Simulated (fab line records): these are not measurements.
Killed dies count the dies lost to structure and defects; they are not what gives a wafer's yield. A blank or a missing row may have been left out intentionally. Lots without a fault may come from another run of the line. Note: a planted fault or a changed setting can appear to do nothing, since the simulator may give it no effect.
Matching of chambers -- flow gf180mcu -- cmp-01 running GF_V1_CMP_04: 4 sister chambers
The step polishes SiO2. 8 wafers are shown with their chamber, then 8 later ones without.

WAFERS PAIRED WITH THEIR CHAMBERS
wafer,chamber,motorCurrentA (A),slurryFilterDpKPa (kPa)
L809.5,3,11.8,13.78
L814.2,2,12.0,13.60
L817.4,3,11.9,13.44
L817.5,0,12.5,13.57
L817.6,1,11.4,13.46
L825.1,1,12.1,13.50
L825.5,2,13.0,13.53
L830.2,0,11.3,13.57

WAFERS WHOSE CHAMBER IS MISSING
wafer,motorCurrentA (A),slurryFilterDpKPa (kPa)
L830.4,11.8,13.73
L830.5,13.4,13.66
L831.1,11.6,13.46
L831.5,12.5,13.57
L831.6,11.8,13.31
L832.1,12.8,13.61
L832.2,11.7,13.72
L832.4,12.4,13.35

THE CHAMBER EACH PASSED THROUGH
wafer,from the rows above,in truth
L830.4,can't be placed: 3 or 0 or 2 or 1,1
L830.5,can't be placed: 2 or 0 or 3 or 1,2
L831.1,can't be placed: 1 or 0 or 3 or 2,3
L831.5,can't be placed: 2 or 0 or 3 or 1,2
L831.6,can't be placed: 1 or 0 or 2 or 3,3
L832.1,can't be placed: 2 or 0 or 3 or 1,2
L832.2,can't be placed: 3 or 0 or 2 or 1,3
L832.4,can't be placed: 1 or 2 or 0 or 3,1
Correct placement for 0 of the 8. From these rows, 8 cannot be placed; in 8 the true chamber is one of the candidates. 0 placed wrongly.
How it was worked out, from the rows above alone: a wafer's distance from a chamber is the root of the sum, over the readings, of the square of ((its reading less the chamber's mean) divided by the reading's scatter). If the next closest chamber is less than 2 further off than the closest, the wafer can't be placed; otherwise it belongs to the closest. For every chamber, the mean is computed from those of its wafers that are shown. The scatter: take each reading less its chamber's mean, square it, sum over the shown wafers, divide by the number of wafers less the number of chambers, and take the root.
